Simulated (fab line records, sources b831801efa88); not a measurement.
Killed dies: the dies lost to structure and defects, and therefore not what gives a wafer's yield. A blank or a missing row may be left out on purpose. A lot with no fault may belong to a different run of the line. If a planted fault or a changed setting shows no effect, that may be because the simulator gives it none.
Which tool did it?	flow gf180mcu	Sampling: 11 lots, 33 wafers, 7 of 602 route steps

WHAT EACH GAUGE READ, for each wafer
GF_MVSD_TW_MEAS_11.
lot	measured	on	MVSD_TW
L698	day 4 16:39	filmMetro-01	1564 1567 1562
L700	day 5 06:11	filmMetro-01	1568 1568 1571
L701	day 5 09:44	filmMetro-04	1578 1590 1581
L703	day 5 20:23	filmMetro-02	1571 1565 1566
L706	day 6 14:41	filmMetro-04	1581 1595 1593
L711	day 7 22:02	filmMetro-02	1566 1565 1568
L713	day 8 07:56	filmMetro-04	1585 1577 1571
L714	day 8 15:04	filmMetro-02	1567 1561 1556
L715	day 8 18:25	filmMetro-04	1590 1593 1584
L717	day 9 07:21	filmMetro-02	1560 1568 1559
L720	day 10 00:47	filmMetro-02	1558 1565 1565

GF_MVPSD_OVL_MEAS_07.
lot	measured	on	MVPSD_OVL (nm)
L698	day 5 06:07	overlay-01	2.0 1.8 0.9
L700	day 5 20:27	overlay-01	1.3 -0.4 -0.1
L701	day 6 00:15	overlay-01	0.3 0.7 0.9
L703	day 6 11:36	overlay-02	0.4 1.7 2.5
L706	day 7 06:18	overlay-02	0.6 0.4 0.1
L711	day 8 14:15	overlay-02	- - -
L713	day 9 00:38	overlay-02	-1.5 -1.4 -1.9
L714	day 9 07:07	overlay-02	0.6 -1.0 0.1
L715	day 9 11:06	overlay-01	-0.8 -0.1 0.5
L717	day 10 00:43	overlay-02	-2.1 0.3 -1.5
L720	day 10 18:32	overlay-02	-2.3 -1.3 -2.4

GF_MVPSD_TW_MEAS_11.
lot	measured	on	MVPSD_TW
L698	day 5 06:33	filmMetro-02	547 543 545
L700	day 5 20:53	filmMetro-02	543 547 548
L701	day 6 00:41	filmMetro-02	545 544 542
L703	day 6 12:02	filmMetro-02	546 546 540
L706	day 7 06:44	filmMetro-04	553 556 552
L711	day 8 14:41	filmMetro-04	30 30 30
L713	day 9 01:05	filmMetro-01	546 546 546
L714	day 9 07:34	filmMetro-04	547 552 552
L715	day 9 11:32	filmMetro-01	546 543 543
L717	day 10 01:10	filmMetro-02	546 546 547
L720	day 10 18:59	filmMetro-02	543 545 545

GF_VT_IMPLANT_TW_MEAS_10.
lot	measured	on	VT_IMPLANT_TW
L698	day 5 21:18	filmMetro-03	565 567 568
L700	day 6 12:11	filmMetro-01	553 555 556
L701	day 6 14:53	filmMetro-03	565 570 567
L703	day 7 03:59	filmMetro-03	568 567 563
L706	day 7 23:13	filmMetro-03	566 569 564
L711	day 9 07:40	filmMetro-01	686 687 687
L713	day 9 17:38	filmMetro-03	571 567 568
L714	day 10 01:16	filmMetro-01	554 552 553
L715	day 10 04:59	filmMetro-02	559 555 555
L717	day 10 19:19	filmMetro-03	565 567 568
L720	day 11 13:44	filmMetro-03	568 573 567

TOOL THAT RAN EACH LOT (tool first, then ch and the chambers of the sampled wafers, then the start)
lot	GF_LVPWELL_STRIP_10	GF_MVPSD_EXPOSE_04	GF_MVPSD_STRIP_10
L698	plasmaAsher-02 ch 0,1, day 4 02:19	ilineStepper-02 ch 0, day 4 23:41	plasmaAsher-03 ch 0,1, day 5 06:28
L700	plasmaAsher-02 ch 0,1, day 4 15:35	ilineStepper-01 ch 0, day 5 13:21	plasmaAsher-02 ch 0,1, day 5 20:47
L701	plasmaAsher-01 ch 0,1, day 4 19:32	ilineStepper-01 ch 0, day 5 17:12	plasmaAsher-02 ch 0,1, day 6 00:35
L703	plasmaAsher-02 ch 0,1, day 5 05:44	ilineStepper-01 ch 0, day 6 03:45	plasmaAsher-04 ch 0,1, day 6 11:56
L706	plasmaAsher-04 ch 0,1, day 5 23:35	ilineStepper-02 ch 0, day 6 22:48	plasmaAsher-04 ch 0,1, day 7 06:38
L711	plasmaAsher-04 ch 0,1, day 7 05:38	ilineStepper-01 ch 0, day 8 06:12	plasmaAsher-02 ch 0,1, day 8 14:35
L713	plasmaAsher-02 ch 0,1, day 7 15:35	ilineStepper-01 ch 0, day 8 16:35	plasmaAsher-02 ch 0,1, day 9 00:58
L714	plasmaAsher-02 ch 0,1, day 7 22:19	ilineStepper-02 ch 0, day 8 22:53	plasmaAsher-04 ch 0,1, day 9 07:28
L715	plasmaAsher-01 ch 1, day 8 01:53	ilineStepper-01 ch 0, day 9 02:41	plasmaAsher-03 ch 0,1, day 9 11:26
L717	plasmaAsher-04 ch 0,1, day 8 13:24	ilineStepper-02 ch 0, day 9 16:01	plasmaAsher-04 ch 0,1, day 10 01:04
L720	plasmaAsher-01 ch 0,1, day 9 06:49	ilineStepper-01 ch 0, day 10 09:13	plasmaAsher-03 ch 0, day 10 18:52
- GF_LVPWELL_STRIP_10: strips in O2/N2.
- GF_MVPSD_EXPOSE_04: exposes mask MVPSD, target cd 1000 nm.
- GF_MVPSD_STRIP_10: strips in O2/N2.

WHAT THE TOOLS THEMSELVES READ (means of the sampled wafers that have a number; where no wafer has one, the mark that the record gives instead)
GF_LVPWELL_STRIP_10.
lot	tool	drypumpMotorCurrentA (A)	heaterPowerW (W)	n2FlowSccm (sccm)	oesProductAu (a.u.)	stripTimeToEndpointS (s)
L698	plasmaAsher-02	5.5	369	300.8	0.724	37.03
L700	plasmaAsher-02	5.3	376	299.8	0.725	36.99
L701	plasmaAsher-01	6.2	370	299.6	0.721	36.91
L703	plasmaAsher-02	5.5	369	300.9	0.721	36.97
L706	plasmaAsher-04	5.5	333	299.8	0.718	36.91
L711	plasmaAsher-04	5.7	332	300.3	0.724	36.78
L713	plasmaAsher-02	5.4	374	299.1	0.722	37.02
L714	plasmaAsher-02	5.5	367	300.5	0.718	36.89
L715	plasmaAsher-01	5.7	356	300.4	0.723	37.00
L717	plasmaAsher-04	5.5	332	299.5	0.723	37.01
L720	plasmaAsher-01	6.2	377	300.4	0.730	36.82

GF_MVPSD_STRIP_10.
lot	tool	drypumpMotorCurrentA (A)	heaterPowerW (W)	n2FlowSccm (sccm)	oesProductAu (a.u.)	stripTimeToEndpointS (s)
L698	plasmaAsher-03	5.4	350	299.5	0.726	36.97
L700	plasmaAsher-02	5.4	371	299.9	0.722	37.01
L701	plasmaAsher-02	5.4	378	300.5	0.727	36.96
L703	plasmaAsher-04	5.7	332	300.0	0.723	36.89
L706	plasmaAsher-04	5.5	325	300.1	0.721	36.83
L711	plasmaAsher-02	5.4	378	300.3	0.721	36.94
L713	plasmaAsher-02	5.5	366	300.1	0.722	36.97
L714	plasmaAsher-04	5.5	330	300.6	0.724	36.88
L715	plasmaAsher-03	5.4	355	299.1	0.722	37.02
L717	plasmaAsher-04	5.6	327	298.3	0.721	37.00
L720	plasmaAsher-03	4.7	426	301.0	0.722	37.10

THE ANSWER, worked out from the rows above alone
Rule: what is usual is taken from the lots themselves. The widest of any qualifying gaps counts: lots, ordered by their means at a reading, are off when they make up no more than a third of the lots, leave a main group of 4 or more, and stand apart from it by 3 or more times the standard deviation of that group's means. Not used: any main group whose means are identical at the precision the tables above print for the reading. Also off: a lot with no number at a reading for which 4 or more lots have one. All remaining lots with rows at the step are treated as sound. Order of review: gauges by route order, followed by the tools' own readings, for which a lot's mean as printed above is used. The first step at which some lot is off is used, and at that step the reading that is off furthest; a lot without a number counts as furthest.
Off: at GF_MVPSD_OVL_MEAS_07 (MVPSD_OVL), L711. Without a number there: L711. The main group: mean -0.1 nm, standard deviation 1.1.
If a tool, at a process step before that reading, ran all the lots that are off and no sound lot after the first of them, it fits. Not tried: the gauges at GF_MVPSD_OVL_MEAS_07; whatever is off there is also off at GF_MVPSD_TW_MEAS_11, on other tools, and gauge error can't account for it. No candidate that was tried fits.

WHAT THE SIMULATOR HAD INSERTED
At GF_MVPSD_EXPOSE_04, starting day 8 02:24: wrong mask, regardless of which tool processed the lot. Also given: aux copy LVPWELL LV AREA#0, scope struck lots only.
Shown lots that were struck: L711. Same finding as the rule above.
